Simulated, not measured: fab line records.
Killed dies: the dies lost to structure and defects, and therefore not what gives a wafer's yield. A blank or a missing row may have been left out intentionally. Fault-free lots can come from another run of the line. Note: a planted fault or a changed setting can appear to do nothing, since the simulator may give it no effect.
Tool commonality check ; flow gf180mcu ; 13 lots and 39 wafers in the sample

## REASON FOR OPENING
At GF_POLY_GATE_THK_MEAS_01 the reading POLY_GATE_CVD_00_THK is flagged on 1 of 13 lots. Fault-free wafers read 199.7 nm, with a standard deviation of 2.2.
Rule: a lot is flagged when every wafer of it that has a number lies more than 4 standard deviations from that mean, or none has a number. As for the other lots, they are considered sound.

lot;measured;on;POLY_GATE_CVD_00_THK (nm), wafer by wafer;flag
L202;day 8 10:15;film_metro-03;196.9 196.7 197.6;
L204;day 9 00:14;film_metro-03;198.9 198.3 199.1;
L205;day 9 06:57;film_metro-03;203.6 202.8 201.1;
L207;day 9 23:36;film_metro-02;200.0 200.6 198.8;
L208;day 10 04:17;film_metro-02;198.5 197.7 199.3;
L210;day 10 19:09;film_metro-04;202.4 202.6 203.3;
L211;day 11 04:46;film_metro-03;252.1 251.7 251.7;FLAGGED
L219;day 13 11:24;film_metro-02;201.0 200.1 199.4;
L221;day 14 00:44;film_metro-04;203.5 204.2 202.2;
L222;day 14 07:38;film_metro-04;202.3 202.1 201.5;
L223;day 14 15:22;film_metro-03;200.7 202.3 201.3;
L224;day 14 23:11;film_metro-02;200.7 201.0 200.9;
L225;day 15 00:53;film_metro-02;200.5 199.6 200.2;
The mean of the flagged lots' numbers is 251.8 nm, +52.1 nm from the usual (+24 standard deviations).

## LOT BY LOT: THE TOOL USED
The record holds 1 process step before the reading, out of a route of 602 steps. Each cell gives the tool, then ch followed by the chambers the sampled wafers passed through, then the start.
lot;flag;GF_POLY_GATE_CVD_00
L202;;lpcvd-02 ch 0, day 8 08:55
L204;;lpcvd-02 ch 1, day 8 22:54
L205;;lpcvd-01 ch 0, day 9 05:37
L207;;lpcvd-02 ch 1, day 9 21:35
L208;;lpcvd-02 ch 1, day 10 02:57
L210;;lpcvd-01 ch 1, day 10 17:47
L211;FLAGGED;lpcvd-02 ch 0, day 11 03:25
L219;;lpcvd-01 ch 0, day 13 10:04
L221;;lpcvd-02 ch 0, day 13 23:24
L222;;lpcvd-01 ch 1, day 14 06:17
L223;;lpcvd-01 ch 1, day 14 13:22
L224;;lpcvd-02 ch 0, day 14 21:50
L225;;lpcvd-01 ch 0, day 14 23:32
What is done by these steps:
- GF_POLY_GATE_CVD_00: deposits poly-Si, target thk 200 nm, time 1200 s.
- GF_POLY_GATE_THK_MEAS_01

## FLAGGED OVER TOTAL, TOOL BY TOOL (the gauges that took the reading come last)
step;tool;lots run;flagged;share of the flagged lots;sound lots run after its first flagged lot
GF_POLY_GATE_CVD_00;lpcvd-01;6;0;none;-
GF_POLY_GATE_CVD_00;lpcvd-02;7;1;all;2 (L221,L224)
GF_POLY_GATE_THK_MEAS_01;film_metro-02;5;0;none;-
GF_POLY_GATE_THK_MEAS_01;film_metro-03;5;1;all;1 (L223)
GF_POLY_GATE_THK_MEAS_01;film_metro-04;3;0;none;-

## THE TABLE: WHAT IT ALLOWS
In 2 table rows, all flagged lots were run: lpcvd-02 (GF_POLY_GATE_CVD_00), film_metro-03 (GF_POLY_GATE_THK_MEAS_01).
- lpcvd-02 at GF_POLY_GATE_CVD_00 ran 7 lots, 1 of them flagged. After the first flagged lot (L221, L224), sound lots still ran on it; a lasting fault on the whole tool would not permit that. Its own readings (spike_tc_bottom_C, spike_tc_centre_C, spike_tc_lower_C, spike_tc_top_C, spike_tc_upper_C, susceptor_temp_C) fall more than 4 standard deviations out on all wafers of the flagged lots.
- film_metro-03 at GF_POLY_GATE_THK_MEAS_01 ran 5 lots, 1 of them flagged. After the first flagged lot (L223), sound lots still ran on it; a lasting fault on the whole tool would not permit that.
No row of the table ran every flagged lot and no sound lot after the first.

## WHAT THE SIMULATOR PUT IN
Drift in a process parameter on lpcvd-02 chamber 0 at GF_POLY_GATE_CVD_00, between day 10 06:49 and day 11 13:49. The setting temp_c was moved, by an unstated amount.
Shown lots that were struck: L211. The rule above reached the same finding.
